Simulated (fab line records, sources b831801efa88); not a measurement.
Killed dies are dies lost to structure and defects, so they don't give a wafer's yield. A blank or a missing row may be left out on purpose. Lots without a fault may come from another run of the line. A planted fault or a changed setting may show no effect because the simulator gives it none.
Split-lot experiment | flow sky130 | 5 lots, 23 wafers read, on a route of 708 steps

THE SPLIT
At SKY_VT_ADJUST_NCORE_COAT_02 (resist thk 1140 nm), the setting resist_thk_nm was moved away from the recipe's 1140 nm on 11 of the 23 wafers read, by -4.9% to +2.3%. The other wafers ran this setting at the recipe's value.

The reading is taken at the split's own step.

THE READING
NOVOLAK_of_VT_ADJUST_NCORE_COAT_02.thk_nm (the simulator's own value, which no gauge read), in nm, at SKY_VT_ADJUST_NCORE_COAT_02 (resist thk 1140 nm). The file gives no usual value for it. The 12 wafers here that ran the recipe average 1140 nm, standard deviation 3.6 nm.

wafer  | tool, chamber at the split | resist_thk_nm as run, nm | against the recipe | NOVOLAK_of_VT_ADJUST_NCORE_COAT_02.thk_nm, nm | against lot-mates on the recipe
L076.1 | litho_track-04, 0          | 1166                     | +2.3%              | 1170                                          | +28
L076.2 | litho_track-04, 0          | 1140                     | recipe             | 1143                                          | -
L076.3 | litho_track-04, 0          | 1140                     | recipe             | 1141                                          | -
L076.5 | litho_track-04, 0          | 1166                     | +2.3%              | 1168                                          | +26
L076.6 | litho_track-04, 0          | 1166                     | +2.3%              | 1166                                          | +24
L080.1 | litho_track-04, 0          | 1140                     | recipe             | 1137                                          | -
L080.5 | litho_track-04, 0          | 1140                     | recipe             | 1137                                          | -
L080.3 | litho_track-04, 0          | 1140                     | recipe             | 1139                                          | -
L080.4 | litho_track-04, 0          | 1084                     | -4.9%              | 1084                                          | -54
L080.6 | litho_track-04, 0          | 1084                     | -4.9%              | 1082                                          | -56
L082.1 | litho_track-03, 0          | 1140                     | recipe             | 1142                                          | -
L082.2 | litho_track-03, 0          | 1140                     | recipe             | 1141                                          | -
L082.3 | litho_track-03, 0          | 1113                     | -2.4%              | 1111                                          | -30
L082.5 | litho_track-03, 0          | 1113                     | -2.4%              | 1113                                          | -28
L082.6 | litho_track-03, 0          | 1113                     | -2.4%              | 1115                                          | -26
L083.4 | litho_track-02, 0          | 1140                     | recipe             | 1144                                          | -
L083.5 | litho_track-02, 0          | 1140                     | recipe             | 1144                                          | -
L083.6 | litho_track-02, 0          | 1140                     | recipe             | 1143                                          | -
L085.2 | litho_track-02, 0          | 1101                     | -3.4%              | 1100                                          | -34
L085.3 | litho_track-02, 0          | 1140                     | recipe             | 1134                                          | -
L085.4 | litho_track-02, 0          | 1101                     | -3.4%              | 1097                                          | -36
L085.5 | litho_track-02, 0          | 1101                     | -3.4%              | 1097                                          | -36
L085.6 | litho_track-02, 0          | 1140                     | recipe             | 1133                                          | -

THE FIT
A straight line over all 23 wafers: NOVOLAK_of_VT_ADJUST_NCORE_COAT_02.thk_nm changes by +11.9 nm for each +1% of resist_thk_nm; r = +0.99; the points scatter about the line by 3.1 nm.
The same after taking each lot's own level away (the mean of its wafers on the recipe; 23 wafers): +11.1 nm for each +1%; r = +1.00; scatter 1.8 nm.
On that fit, the largest move of resist_thk_nm shifts the reading by 54 nm.
The lots' own levels span 1133.5 to 1143.7 nm, that is 2.8 times the standard deviation above.
So the lot-to-lot level changes the slope little: the two slopes agree.
Check: with one of the wafers moved furthest among these (-4.9%) left out of the fit, the line predicts -54.5 nm for it against its lot-mates. It came out at -53.7 nm against them.

OTHER SPLITS ON THESE WAFERS
These wafers also went through other splits before the reading. Each is held against what the fit with the lots' levels taken away leaves over:
other split on the same wafers           | wafers away from the commonest value | r with NOVOLAK_of_VT_ADJUST_NCORE_COAT_02.thk_nm (lot level and that fit taken away)
SKY_FIELD_ISO_CVD_03 pressure_mtorr      | 15                                   | -0.12
SKY_NWELL_OXIDATION_01 temp_c            | 10                                   | -0.30
SKY_NWELL_COAT_05 spin_rpm               | 11                                   | +0.26
SKY_NWELL_COAT_18 resist_thk_nm          | 6                                    | -0.52
SKY_VT_ADJUST_HVTP_IMPLANT_09 dose_cm2   | 6                                    | -0.13
SKY_VT_ADJUST_LVTN_IMPLANT_08 dose_cm2   | 8                                    | -0.09
SKY_VT_ADJUST_LVTN_COAT_13 resist_thk_nm | 10                                   | +0.13

THE FILE'S OWN FIT
NOVOLAK_of_VT_ADJUST_NCORE_COAT_02.thk_nm changes by +11.1 nm for each +1% of resist_thk_nm, r = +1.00.
